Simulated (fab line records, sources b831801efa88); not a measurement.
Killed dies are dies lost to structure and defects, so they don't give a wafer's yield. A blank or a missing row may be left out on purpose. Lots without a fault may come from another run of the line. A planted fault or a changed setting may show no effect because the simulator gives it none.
One fault seen from 2 desks | flow gf180mcu | each desk has only its own numbers; what lay behind them comes last

THE TOOL OWNER'S DESK: cvd_w-01
The tool's own readings at GF_V1_CVD_23 (deposits W, target thk 350 nm, time 105.05 s): means of the sampled wafers that have a number, for each lot that ran on this tool. A lot is out of limits, marked OUT, if its mean lies more than 4 standard deviations from the usual mean; the brackets give that distance.
Columns: A = heater_power_w at GF_V1_CVD_23, usual 828 W
lot  | first seen here | A
L897 | day 18 05:23    | 993
L898 | day 18 09:58    | 919
L900 | day 19 08:02    | 985
L904 | day 20 14:28    | 990
L908 | day 22 12:50    | 991
L909 | day 23 03:22    | 1042
L910 | day 23 08:28    | 867
L918 | day 25 10:52    | 985
This desk's finding: nothing out of limits on any of the 8 lots.

THE METROLOGY DESK
What the gauges read, lot by lot, whatever tool the lot ran on: means of the sampled wafers that have a number. A lot is out of limits, marked OUT, if its mean lies more than 4 standard deviations from the usual mean; the brackets give that distance.
Columns: A = V1_W_RS at GF_V1_RS_MEAS_24, usual 0.329 ohm/sq; B = M2_ALCU_THK at GF_M2_THK_MEAS_06, usual 458 nm
lot  | first seen here | A     | B
L897 | day 18 05:31    | 0.328 | 457
L898 | day 18 10:05    | 0.326 | 456
L900 | day 19 08:11    | 0.323 | 465
L901 | day 19 09:20    | 0.330 | 459
L902 | day 19 22:43    | 0.331 | 465
L904 | day 20 14:36    | 0.327 | 448
L908 | day 22 12:56    | 0.330 | 454
L909 | day 23 03:29    | 0.336 | 462
L910 | day 23 08:35    | 0.337 | 460
L913 | day 24 03:27    | 0.334 | 456
L916 | day 24 23:08    | 0.327 | 450
L918 | day 25 10:58    | 0.326 | 459
L920 | day 25 23:19    | 0.330 | 460
This desk's finding: nothing out of limits on any of the 13 lots.

PUT TOGETHER
The tool owner's desk saw nothing out of limits.
The metrology desk saw nothing out of limits.

WHAT THE SIMULATOR HAD PUT IN
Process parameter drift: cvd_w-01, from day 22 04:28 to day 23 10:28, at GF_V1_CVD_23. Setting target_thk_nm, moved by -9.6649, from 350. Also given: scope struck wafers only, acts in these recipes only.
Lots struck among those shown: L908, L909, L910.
